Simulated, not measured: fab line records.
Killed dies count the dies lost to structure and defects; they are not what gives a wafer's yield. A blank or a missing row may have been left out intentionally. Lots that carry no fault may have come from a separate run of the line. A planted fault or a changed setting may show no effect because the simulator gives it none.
Which tool did it? || flow sfq-line || route of 325 steps, sampled at 1 step: 14 lots, 42 wafers

## WHAT THE GAUGES READ, wafer by wafer
Not one reading of a measure or inspect step in the record can be checked against a usual standard deviation.

## EACH LOT AND THE TOOL THAT RAN IT (in order: tool; ch and the chambers of the sampled wafers; start)
{"lot": "L345", "SFQ_TRILAYER_I4_VIA_BARC_OPEN_VIA_ETCH_146": "rie-diel-01 ch 0,2, day 60 10:25"}
{"lot": "L346", "SFQ_TRILAYER_I4_VIA_BARC_OPEN_VIA_ETCH_146": "rie-diel-03 ch 0,3, day 60 17:37"}
{"lot": "L347", "SFQ_TRILAYER_I4_VIA_BARC_OPEN_VIA_ETCH_146": "rie-diel-01 ch 1,2,3, day 60 21:13"}
{"lot": "L352", "SFQ_TRILAYER_I4_VIA_BARC_OPEN_VIA_ETCH_146": "rie-diel-03 ch 0,1,3, day 63 08:34"}
{"lot": "L353", "SFQ_TRILAYER_I4_VIA_BARC_OPEN_VIA_ETCH_146": "rie-diel-03 ch 0,1,3, day 63 12:10"}
{"lot": "L355", "SFQ_TRILAYER_I4_VIA_BARC_OPEN_VIA_ETCH_146": "rie-diel-01 ch 1,2, day 64 01:22"}
{"lot": "L358", "SFQ_TRILAYER_I4_VIA_BARC_OPEN_VIA_ETCH_146": "rie-diel-03 ch 1,2, day 66 15:01"}
{"lot": "L360", "SFQ_TRILAYER_I4_VIA_BARC_OPEN_VIA_ETCH_146": "rie-diel-01 ch 0,1,3, day 66 17:25"}
{"lot": "L361", "SFQ_TRILAYER_I4_VIA_BARC_OPEN_VIA_ETCH_146": "rie-diel-03 ch 1,2,3, day 66 18:37"}
{"lot": "L362", "SFQ_TRILAYER_I4_VIA_BARC_OPEN_VIA_ETCH_146": "rie-diel-04 ch 0,1,2, day 66 19:49"}
{"lot": "L363", "SFQ_TRILAYER_I4_VIA_BARC_OPEN_VIA_ETCH_146": "rie-diel-01 ch 0,1, day 66 21:01"}
{"lot": "L364", "SFQ_TRILAYER_I4_VIA_BARC_OPEN_VIA_ETCH_146": "rie-diel-03 ch 0,2, day 66 22:13"}
{"lot": "L365", "SFQ_TRILAYER_I4_VIA_BARC_OPEN_VIA_ETCH_146": "rie-diel-04 ch 0,1,2, day 66 23:25"}
{"lot": "L367", "SFQ_TRILAYER_I4_VIA_BARC_OPEN_VIA_ETCH_146": "rie-diel-03 ch 0,2,3, day 67 01:49"}
- SFQ_TRILAYER_I4_VIA_BARC_OPEN_VIA_ETCH_146: etches BARC in O2, target depth 125 nm, time 41.7 s.

## WHAT THE TOOLS THEMSELVES READ (means of the sampled wafers that have a number; where no wafer has one, the mark that the record gives instead)
SFQ_TRILAYER_I4_VIA_BARC_OPEN_VIA_ETCH_146.
{"lot": "L345", "tool": "rie-diel-01", "drypump-motor-current-A (A)": 5.8, "oes-product-au (a.u.)": 0.687, "rf-fwd-power-W (W)": 494.1}
{"lot": "L346", "tool": "rie-diel-03", "drypump-motor-current-A (A)": 5.1, "oes-product-au (a.u.)": 0.686, "rf-fwd-power-W (W)": 495.5}
{"lot": "L347", "tool": "rie-diel-01", "drypump-motor-current-A (A)": 5.9, "oes-product-au (a.u.)": 0.679, "rf-fwd-power-W (W)": 493.7}
{"lot": "L352", "tool": "rie-diel-03", "drypump-motor-current-A (A)": 5.6, "oes-product-au (a.u.)": 0.689, "rf-fwd-power-W (W)": 560.4}
{"lot": "L353", "tool": "rie-diel-03", "drypump-motor-current-A (A)": 5.6, "oes-product-au (a.u.)": 0.690, "rf-fwd-power-W (W)": 558.4}
{"lot": "L355", "tool": "rie-diel-01", "drypump-motor-current-A (A)": 6.1, "oes-product-au (a.u.)": 0.687, "rf-fwd-power-W (W)": 493.2}
{"lot": "L358", "tool": "rie-diel-03", "drypump-motor-current-A (A)": 6.3, "oes-product-au (a.u.)": 0.685, "rf-fwd-power-W (W)": 490.8}
{"lot": "L360", "tool": "rie-diel-01", "drypump-motor-current-A (A)": 6.1, "oes-product-au (a.u.)": 0.685, "rf-fwd-power-W (W)": 493.5}
{"lot": "L361", "tool": "rie-diel-03", "drypump-motor-current-A (A)": 5.9, "oes-product-au (a.u.)": 0.690, "rf-fwd-power-W (W)": 493.2}
{"lot": "L362", "tool": "rie-diel-04", "drypump-motor-current-A (A)": 5.8, "oes-product-au (a.u.)": 0.686, "rf-fwd-power-W (W)": 494.9}
{"lot": "L363", "tool": "rie-diel-01", "drypump-motor-current-A (A)": 6.3, "oes-product-au (a.u.)": 0.679, "rf-fwd-power-W (W)": 492.5}
{"lot": "L364", "tool": "rie-diel-03", "drypump-motor-current-A (A)": 5.9, "oes-product-au (a.u.)": 0.682, "rf-fwd-power-W (W)": 492.2}
{"lot": "L365", "tool": "rie-diel-04", "drypump-motor-current-A (A)": 5.8, "oes-product-au (a.u.)": 0.683, "rf-fwd-power-W (W)": 495.4}
{"lot": "L367", "tool": "rie-diel-03", "drypump-motor-current-A (A)": 5.6, "oes-product-au (a.u.)": 0.682, "rf-fwd-power-W (W)": 492.2}

## THE ANSWER, worked out from the rows above alone
Rule: what is usual is taken from the lots themselves. Put in order of their means at a reading, lots are off if they are a third of the lots or fewer, leave a main group of 4 or more, and stand apart from it by a gap of 3 or more times the standard deviation of the main group's means; of several such gaps the widest counts. A main group whose means are all the same, to the digits that the tables above print for the reading, isn't used. A lot without any number at a reading at which 4 lots or more have one is off too. The other lots that the step has rows for count as sound. First the gauges in route order, then the tools' own readings, where a lot's mean is used as printed above. At the first step where some lot is off, the reading lying furthest off is the one used; lots without a number count as furthest.
Off: L352, L353 (SFQ_TRILAYER_I4_VIA_BARC_OPEN_VIA_ETCH_146, rf-fwd-power-W). Main group: mean 493.4 W, sd 1.3.
A tool fits if, at that step or a process step before it, it ran every lot that is off, and no sound lot after the first of them. Not one of the candidates tried fits.

## WHAT THE SIMULATOR HAD PUT IN
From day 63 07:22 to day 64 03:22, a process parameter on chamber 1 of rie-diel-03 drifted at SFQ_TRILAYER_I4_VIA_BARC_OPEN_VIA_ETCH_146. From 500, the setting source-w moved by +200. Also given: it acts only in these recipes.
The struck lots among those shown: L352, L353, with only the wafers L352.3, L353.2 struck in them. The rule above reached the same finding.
